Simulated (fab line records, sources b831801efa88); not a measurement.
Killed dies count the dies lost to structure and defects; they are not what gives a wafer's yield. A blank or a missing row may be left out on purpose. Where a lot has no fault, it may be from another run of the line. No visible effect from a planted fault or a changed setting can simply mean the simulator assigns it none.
Which tool was responsible? -- flow sky130 -- 14 lots with 42 wafers sampled at 5 steps, on a route of 708 steps

WHAT EACH GAUGE READ, for each wafer
SKY_FIELD_ISO_CD_MEAS_13 targets a cd of 150 nm.
lot,measured,on,cd-nm (nm)
L658,day 2 04:35,cd-sem-01,150.8 151.7 151.2
L659,day 2 10:11,cd-sem-02,151.2 150.4 151.3
L661,day 2 20:40,cd-sem-01,146.7 147.9 146.6
L662,day 3 02:16,cd-sem-01,152.1 151.5 151.0
L663,day 3 08:26,cd-sem-02,151.9 150.5 149.7
L664,day 3 17:07,cd-sem-01,148.5 148.6 148.1
L665,day 3 18:08,cd-sem-01,149.3 149.1 150.8
L666,day 4 00:59,cd-sem-01,151.6 148.2 149.7
L667,day 4 05:16,cd-sem-01,149.2 147.8 149.0
L669,day 4 14:37,cd-sem-02,147.2 148.5 147.4
L671,day 5 00:04,cd-sem-01,150.1 150.8 150.3
L672,day 5 06:20,cd-sem-02,148.9 147.7 147.4
L674,day 5 16:13,cd-sem-01,152.8 153.5 153.1
L677,day 6 07:31,cd-sem-01,151.4 150.7 151.1

SKY_FIELD_ISO_THK_MEAS_23.
lot,measured,on,FIELD_ISO_OXIDATION_01_THK (nm)
L658,day 2 07:43,film-metro-01,9.58 9.55 9.49
L659,day 2 13:17,film-metro-01,9.76 9.74 9.80
L661,day 3 01:27,film-metro-03,9.78 9.73 9.91
L662,day 3 05:59,film-metro-04,10.01 10.00 10.39
L663,day 3 10:16,film-metro-04,9.82 9.94 9.92
L664,day 3 18:57,film-metro-01,9.87 9.85 9.88
L665,day 3 19:56,film-metro-01,10.03 10.16 10.02
L666,day 4 03:14,film-metro-03,9.98 9.98 10.09
L667,day 4 07:19,film-metro-04,9.47 9.47 9.56
L669,day 4 16:42,film-metro-03,9.69 9.78 9.81
L671,day 5 03:10,film-metro-04,9.87 9.72 9.58
L672,day 5 09:26,film-metro-04,10.10 10.07 10.10
L674,day 5 20:34,film-metro-01,9.86 9.85 9.67
L677,day 6 10:50,film-metro-01,9.92 9.79 9.99

SKY_PWDE_OVL_MEAS_07.
lot,measured,on,PWDE_OVL (nm)
L658,day 4 01:32,overlay-02,-0.5 3.0 1.5
L659,day 4 06:36,overlay-01,-2.2 -0.5 -0.9
L661,day 4 15:28,overlay-01,0.0 0.3 -0.9
L662,day 4 22:02,overlay-01,1.0 1.2 1.6
L663,day 5 02:02,overlay-01,0.4 -1.4 0.9
L664,day 5 09:34,overlay-02,0.0 0.4 -0.4
L665,day 5 11:42,overlay-02,2.1 3.6 2.2
L666,day 5 19:48,overlay-01,-1.3 0.4 -0.2
L667,day 5 23:25,overlay-01,0.8 2.0 0.4
L669,day 6 08:13,overlay-02,1.9 4.4 3.9
L671,day 6 21:23,overlay-02,-0.5 0.0 1.2
L672,day 7 05:17,overlay-02,1.7 0.7 2.1
L674,day 7 19:34,overlay-01,- - -
L677,day 8 06:13,overlay-01,- - -

WHAT TOOL EACH LOT RAN ON (gives the tool, then ch and the chambers of the sampled wafers, and finally the start)
lot,SKY_FIELD_ISO_CMP_27,SKY_PWDE_DEVELOP_06
L658,"cmp-02 ch 0,1,2, day 2 11:58","litho-track-03 ch 0, day 4 01:00"
L659,"cmp-01 ch 0,3, day 2 18:49","litho-track-03 ch 0, day 4 06:00"
L661,"cmp-02 ch 0,2, day 3 04:52","litho-track-02 ch 0, day 4 15:00"
L662,"cmp-02 ch 0,1,2, day 3 09:10","litho-track-03 ch 0, day 4 21:00"
L663,"cmp-01 ch 0,1,3, day 3 13:02","litho-track-04 ch 0, day 5 01:00"
L664,"cmp-02 ch 0,1,3, day 3 20:42","litho-track-04 ch 0, day 5 09:00"
L665,"cmp-01 ch 1,2, day 3 21:39","litho-track-03 ch 0, day 5 11:00"
L666,"cmp-02 ch 0,2,3, day 4 05:12","litho-track-03 ch 0, day 5 19:00"
L667,"cmp-01 ch 1,2,3, day 4 09:00","litho-track-04 ch 0, day 5 23:00"
L669,"cmp-01 ch 1,2, day 4 18:26","litho-track-04 ch 0, day 6 08:00"
L671,"cmp-01 ch 2,3, day 5 05:28","litho-track-02 ch 0, day 6 21:00"
L672,"cmp-01 ch 0,1,3, day 5 11:13","litho-track-03 ch 0, day 7 05:00"
L674,"cmp-01 ch 0,2,3, day 5 23:43","litho-track-02 ch 0, day 7 19:00"
L677,"cmp-01 ch 1,3, day 6 14:19","litho-track-02 ch 0, day 8 06:00"
- SKY_FIELD_ISO_CMP_27: polishes, stops on Si3N4, t overpolish 16 s, target thk 457.8 nm.
- SKY_PWDE_DEVELOP_06: develop time 60 s.

WHAT THE TOOLS THEMSELVES READ (means of the sampled wafers that have a number; where no wafer has one, the mark that the record gives instead)
SKY_FIELD_ISO_CMP_27.
lot,tool,motor-current-A (A),overpolish-run-s (s),time-to-endpoint-s (s)
L658,cmp-02,12.7,16.002,117
L659,cmp-01,12.5,16.000,109
L661,cmp-02,12.6,16.000,118
L662,cmp-02,12.3,15.995,113
L663,cmp-01,12.4,16.001,108
L664,cmp-02,11.6,16.001,117
L665,cmp-01,11.9,15.998,113
L666,cmp-02,11.7,15.992,112
L667,cmp-01,12.4,15.997,108
L669,cmp-01,12.1,15.995,115
L671,cmp-01,12.0,16.006,115
L672,cmp-01,12.1,15.994,111
L674,cmp-01,12.0,15.996,115
L677,cmp-01,12.4,16.009,111

THE ANSWER, worked out from the rows above alone
Rule: the lots themselves supply what counts as usual. Put in order of their means at a reading, lots are off if they are a third of the lots or fewer, leave a main group of 4 or more, and stand apart from it by a gap of 3 or more times the standard deviation of the main group's means; of several such gaps the widest counts. A main group is skipped when, at the precision printed for the reading in the tables above, its means are all equal. A lot without any number at a reading at which 4 lots or more have one is off too. Any other lot the step has rows for is counted as sound. First the gauges in route order, then the tools' own readings, where a lot's mean is used as printed above. At the first step where some lot is off, the reading lying furthest off is the one used; lots without a number count as furthest.
Off: L674, L677, at SKY_PWDE_OVL_MEAS_07 (PWDE_OVL). Without a number there: L674, L677. Mean 0.8 nm and standard deviation 1.3 in the main group.
If a tool, at a process step before that reading, ran all the lots that are off and no sound lot after the first of them, it fits. Gauges at SKY_PWDE_OVL_MEAS_07: tried the same way as those tools. Can't be told from this: 3 tools fit, cmp-01 at SKY_FIELD_ISO_CMP_27, litho-track-02 at SKY_PWDE_DEVELOP_06, overlay-01 at SKY_PWDE_OVL_MEAS_07.

WHAT HAD BEEN PUT IN BY THE SIMULATOR
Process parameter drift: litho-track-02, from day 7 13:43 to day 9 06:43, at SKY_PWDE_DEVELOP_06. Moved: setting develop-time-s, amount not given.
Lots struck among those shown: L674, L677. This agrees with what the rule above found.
